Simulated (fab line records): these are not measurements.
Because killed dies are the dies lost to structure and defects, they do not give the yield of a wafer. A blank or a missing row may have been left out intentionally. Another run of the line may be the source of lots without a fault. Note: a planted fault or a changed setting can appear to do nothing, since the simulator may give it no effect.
fab line records | flow sfq_line
[record] lots = 15 wafers = 45 last_day = 95
route steps=325 shown I3@133 M5@204 R5@215 I5@230
lots that met no fault: from a run of the same line without faults
start_h: hours from the record's opening day to when the first of the lot's shown wafers began | wait_h: hours from the lot's prior step to this one | " as in the row above | L1.1+2: one row covering several wafers at once | - no value present, or no start provided | * or withheld: withheld | < > ~ a bound
route shown NAME@n: NAME is a module with steps in the file, n the number in the route of the first one | usual: mean/standard deviation taken from wafers without a fault | same: alike in all rows | chamber/n: place in a boat | sites: the reading at each site | _std_site: standard deviation of those values | _edge_site: inner sites' mean taken away from outer sites' mean | radius_mm: how far each site lies from the wafer's centre | mask NAME#n: copy n | behind: the last tool/chamber to shape the wafer | hold: cause of the lot's hold/its duration in hours/its outcome | device: which transistor (n, p or np) failed to switch | end of line: tests run on the same wafers once the route is complete | a step without rows: its recipe alone | killed: at the first sort, the dies lost to defects and structure; wafer yield is something else | map: dies across one wafer; x = killed, . = not, _ = none there
set.NAME: setting as actually run; set.NAME@STEP: the setting as run at that earlier step | model.NAME: the simulator's own value behind a step, which no gauge read
one table for each step of the route and one row for each wafer, over a sample of lots
services: from which hour (start_h, from the record's first day; less than 0 if before it) a tool's chamber was out of use, for how many hours, and why
[[steps]]
[step SFQ_TRILAYER_I3_DEP_PECVD_081]
[recipe] material = SiO2 temp_c = 150 time_s = 111.11 pressure_torr = 2.4 rf_w = 183.3 precursor = SiH4/N2O target_thk_nm = 500
[usual] heater_power_outer_w = 36/9.4 heater_power_w = 93/12 rf_fwd_power_W = 182.1/0.66 throttle_valve_pct = 25.1/1.6
// columns lot.wafer tool chamber start_h wait_h heater_power_outer_w heater_power_w rf_fwd_power_W throttle_valve_pct
L721.1 pecvd-04 1 1010.40 0.0 28 89 182.4 24.2
L721.4 " 2 " " 45 104 181.6 22.2
L721.5 " 0 " " 49 114 183.5 23.5
L723.1 pecvd-04 0 1037.58 0.0 44 105 182.6 23.4
L723.4 " 1 " " 18 73 181.8 24.5
L723.6 " 0 " " 45 108 183.3 23.4
L724.1 pecvd-04 2 1044.70 0.0 42 99 181.4 22.4
L724.3 " 1 " " 28 90 181.7 24.3
L724.5 " 0 " " 44 106 181.3 23.6
L725.1 pecvd-02 1 1050.87 0.0 38 91 182.1 24.6
L725.3 " 2 " " 53 117 181.4 26.6
L725.6 " 0 " " 30 83 182.3 23.9
L728.3 pecvd-04 2 1123.53 0.0 43 100 182.1 22.6
L728.4 " 2 " " 45 104 181.8 22.6
L728.6 " 0 " " 35 96 181.6 23.4
L729.2 pecvd-03 0 1124.74 0.0 41 97 183.2 27.5
L729.5 " 2 " " 27 81 182.8 26.6
L729.6 " 0 " " 44 98 181.9 27.6
L730.2 pecvd-04 0 1129.53 0.0 47 114 181.9 23.6
L730.3 " 2 " " 43 105 182.0 22.6
L730.6 " 2 " " 45 106 181.7 22.6
L732.1 pecvd-03 2 1135.53 0.0 25 77 182.6 27.0
L732.2 " 1 " " 38 92 182.6 25.5
L732.3 " 0 " " 41 94 181.2 27.9
L734.1 pecvd-02 0 1157.78 0.0 31 84 183.4 24.2
L734.2 " 1 " " 43 96 181.9 24.7
L734.3 " 2 " " 53 116 182.7 27.1
L735.3 pecvd-03 1 1167.37 0.0 36 88 182.0 25.5
L735.5 " 2 " " 18 73 183.6 26.8
L735.6 " 0 " " 41 96 182.0 27.8
L737.1 pecvd-04 1 1182.55 0.0 20 77 180.8 24.7
L737.2 " 0 " " 49 114 182.3 23.6
L737.6 " 1 " " 23 78 182.1 24.8
L738.1 pecvd-03 1 1203.43 0.0 36 89 181.6 25.5
L738.4 " 1 " " 38 90 181.8 25.3
L738.5 " 2 " " 18 68 181.9 26.7
L739.2 pecvd-03 1 1205.83 0.0 32 84 181.8 25.4
L739.4 " 1 " " 35 91 182.2 25.5
L739.6 " 2 " " 18 69 182.5 26.7
L743.1 pecvd-04 1 1221.42 0.0 19 76 182.3 24.5
L743.2 " 0 " " 48 111 181.7 23.7
L743.3 " 0 " " 50 113 182.2 24.0
L744.2 pecvd-04 1 1231.02 0.0 19 74 182.0 24.8
L744.4 " 1 " " 22 77 182.1 24.5
L744.5 " 0 " " 44 111 182.2 23.6
[step SFQ_M5_OVL_MEAS_932]
[usual] M5_OVL = -3/5.6
// columns lot.wafer tool chamber start_h wait_h M5_OVL[nm]
L721.1 overlay-01 - 1417.02 0.1 5
L721.4 " - " " 4
L721.5 " - " " 5
L723.1 overlay-02 - 1542.35 0.1 8
L723.4 " - " " -1
L723.6 " - " " 3
L724.1 overlay-01 - 1655.01 0.1 -4
L724.3 " - " " 0
L724.5 " - " " 0
L725.1 overlay-01 - 1658.61 0.1 -7
L725.3 " - " " -6
L725.6 " - " " -11
L728.3 overlay-01 - 1725.79 0.1 -4
L728.4 " - " " -6
L728.6 " - " " -5
L729.2 overlay-01 - 1729.38 0.1 -1
L729.5 " - " " -2
L729.6 " - " " -3
L730.2 overlay-02 - 1734.18 0.1 -2
L730.3 " - " " -7
L730.6 " - " " -5
L732.1 overlay-02 - 1744.98 0.1 0
L732.2 " - " " -6
L732.3 " - " " -5
L734.1 overlay-01 - 1755.78 0.1 -11
L734.2 " - " " -9
L734.3 " - " " -7
L735.3 overlay-01 - 1765.39 0.1 -8
L735.5 " - " " -4
L735.6 " - " " 4
L737.1 overlay-01 - 1782.18 0.1 3
L737.2 " - " " -1
L737.6 " - " " 3
L738.1 overlay-01 - 1789.85 0.1 -5
L738.4 " - " " -8
L738.5 " - " " 0
L739.2 overlay-01 - 1792.26 0.1 -14
L739.4 " - " " -8
L739.6 " - " " -9
L743.1 overlay-02 - 1805.45 0.1 -5
L743.2 " - " " -3
L743.3 " - " " -7
L744.2 overlay-02 - 1807.86 0.1 3
L744.4 " - " " 4
L744.5 " - " " 2
[step SFQ_R5_RS_MEAS_933]
[recipe] thk_meas_gauge = four-point-probe reads = Ti_of_TRILAYER_R5_DEP_SPUTTER_134+MoNx_of_TRILAYER_R5_DEP_SPUTTER_133+Ti_of_TRILAYER_R5_DEP_SPUTTER_132
[usual] R5_MONX_RS = 7.07/0.094
// columns lot.wafer tool chamber start_h wait_h R5_MONX_RS[ohm/sq]
L721.1 film_metro-04 - 1432.74 0.0 7.00
L721.4 " - " " 7.13
L721.5 " - " " 7.07
L723.1 film_metro-01 - 1548.65 0.0 7.18
L723.4 " - " " 7.11
L723.6 " - " " 7.08
L724.1 film_metro-04 - 1661.34 0.0 7.02
L724.3 " - " " 6.97
L724.5 " - " " 6.98
L725.1 film_metro-04 - 1665.80 0.0 7.13
L725.3 " - " " 7.17
L725.6 " - " " 7.12
L728.3 film_metro-04 - 1733.23 0.0 7.07
L728.4 " - " " 7.19
L728.6 " - " " 7.08
L729.2 film_metro-03 - 1736.39 0.0 6.90
L729.5 " - " " 6.89
L729.6 " - " " 6.91
L730.2 film_metro-04 - 1739.65 0.0 7.14
L730.3 " - " " 7.08
L730.6 " - " " 7.07
L732.1 film_metro-04 - 1750.43 0.0 7.06
L732.2 " - " " 7.09
L732.3 " - " " 7.02
L734.1 film_metro-04 - 1762.00 0.0 7.01
L734.2 " - " " 6.99
L734.3 " - " " 7.01
L735.3 film_metro-03 - 1770.87 0.0 6.96
L735.5 " - " " 6.91
L735.6 " - " " 6.95
L737.1 film_metro-04 - 1787.80 0.0 7.10
L737.2 " - " " 6.99
L737.6 " - " " 7.08
L738.1 film_metro-03 - 1795.30 0.0 7.07
L738.4 " - " " 7.17
L738.5 " - " " 7.14
L739.2 film_metro-04 - 1798.32 0.0 7.01
L739.4 " - " " 7.06
L739.6 " - " " 7.10
L743.1 film_metro-04 - 1810.92 0.0 7.16
L743.2 " - " " 7.22
L743.3 " - " " 7.16
L744.2 film_metro-03 - 1813.94 0.0 7.10
L744.4 " - " " 7.07
L744.5 " - " " 7.02
[step SFQ_TRILAYER_I5_LITHO_COAT_144]
[recipe] resist = KrF spin_rpm = 3000 resist_thk_nm = 650
[usual] spin_speed_rpm = 2999.9/2.1
// columns lot.wafer tool chamber start_h wait_h spin_speed_rpm
L721.1 litho_track-03 0 1537.32 0.2 2997.5
L721.4 " 0 " " 3000.8
L721.5 " 0 " " 2996.8
L723.1 litho_track-03 0 1570.15 0.2 2998.5
L723.4 " 0 " " 2998.0
L723.6 " 0 " " 2998.5
L724.1 litho_track-02 0 1665.15 0.2 3000.2
L724.3 " 0 " " 3002.2
L724.5 " 0 " " 2998.6
L725.1 litho_track-04 0 1669.68 0.2 2996.3
L725.3 " 0 " " 2997.3
L725.6 " 0 " " 2996.2
L728.3 litho_track-02 0 1738.14 0.2 2997.4
L728.4 " 0 " " 2998.9
L728.6 " 0 " " 2997.7
L729.2 litho_track-03 0 1742.93 0.2 3001.8
L729.5 " 0 " " 2999.3
L729.6 " 0 " " 3001.9
L730.2 litho_track-02 0 1745.29 0.2 3001.4
L730.3 " 0 " " 2999.5
L730.6 " 0 " " 2999.3
L732.1 litho_track-04 0 1758.45 0.2 3000.9
L732.2 " 0 " " 2999.9
L732.3 " 0 " " 3000.7
L734.1 litho_track-03 0 1779.11 0.2 3000.7
L734.2 " 0 " " 2999.8
L734.3 " 0 " " 3002.4
L735.3 litho_track-02 0 1786.61 0.2 3002.8
L735.5 " 0 " " 3000.7
L735.6 " 0 " " 2999.7
L737.1 litho_track-04 0 1793.26 0.2 2793.5
L737.2 " 0 " " 2795.1
L737.6 " 0 " " 2795.5
L738.1 litho_track-02 0 1798.99 0.2 2994.6
L738.4 " 0 " " 2998.3
L738.5 " 0 " " 2997.8
L739.2 litho_track-04 0 1802.20 0.2 2790.2
L739.4 " 0 " " 2789.7
L739.6 " 0 " " 2789.9
L743.1 litho_track-03 0 1814.62 0.2 3002.5
L743.2 " 0 " " 2999.7
L743.3 " 0 " " 2997.4
L744.2 litho_track-04 0 1818.27 0.2 2790.4
L744.4 " 0 " " 2788.0
L744.5 " 0 " " 2791.1
[[services]]
// columns tool chamber start_h hours kind
pecvd-04 2 991.05 2.8 repair
pecvd-02 2 1000.77 6.4 repair
pecvd-02 - 1013.21 1.5 repair
pecvd-04 0 1088.48 7.0 repair
pecvd-04 - 1145.13 2.8 pm
pecvd-02 - 1201.27 76.7 repair
pecvd-04 2 1205.38 25.7 repair
pecvd-04 - 1236.08 4.3 pm
pecvd-04 - 1243.26 0.8 repair
pecvd-03 0 1247.69 4.8 repair
pecvd-03 - 1274.79 1.3 repair
pecvd-04 - 1315.20 0.9 repair
pecvd-03 - 1316.75 14.0 pm
pecvd-02 - 1323.31 0.6 repair
pecvd-03 - 1330.75 2.8 pm
pecvd-03 - 1357.07 1.9 repair
pecvd-04 - 1369.67 1.0 repair
pecvd-04 - 1381.06 6.0 pm
pecvd-03 - 1385.79 8.7 repair
pecvd-02 - 1387.87 2.8 pm
pecvd-03 2 1407.90 23.3 repair
pecvd-03 1 1409.35 17.9 repair
pecvd-04 1 1505.02 11.0 repair
pecvd-03 1 1681.15 3.4 repair
[[key]]
[first_sign] step = SFQ_TRILAYER_I5_LITHO_COAT_144 reading = spin_speed_rpm direction = down sigmas = 99+ usual = 2999.9 struck = 2791.5
effect none on later readings
met_at SFQ_TRILAYER_I5_LITHO_COAT_144
struck_lots L737,L739,L744
not_acting_at SFQ_TRILAYER_I3_DEP_PECVD_081,SFQ_M5_OVL_MEAS_932,SFQ_R5_RS_MEAS_933
onset_between 1758.45 1793.26
[fault] kind = process_parameter_drift tool = litho_track-04 chamber = - onset_h = 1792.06 steps = SFQ_TRILAYER_I5_LITHO_COAT_144 channel = spin_rpm offset = -207.86 shape = step end_h = 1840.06 acts_in = these_recipes_only stated = 3000
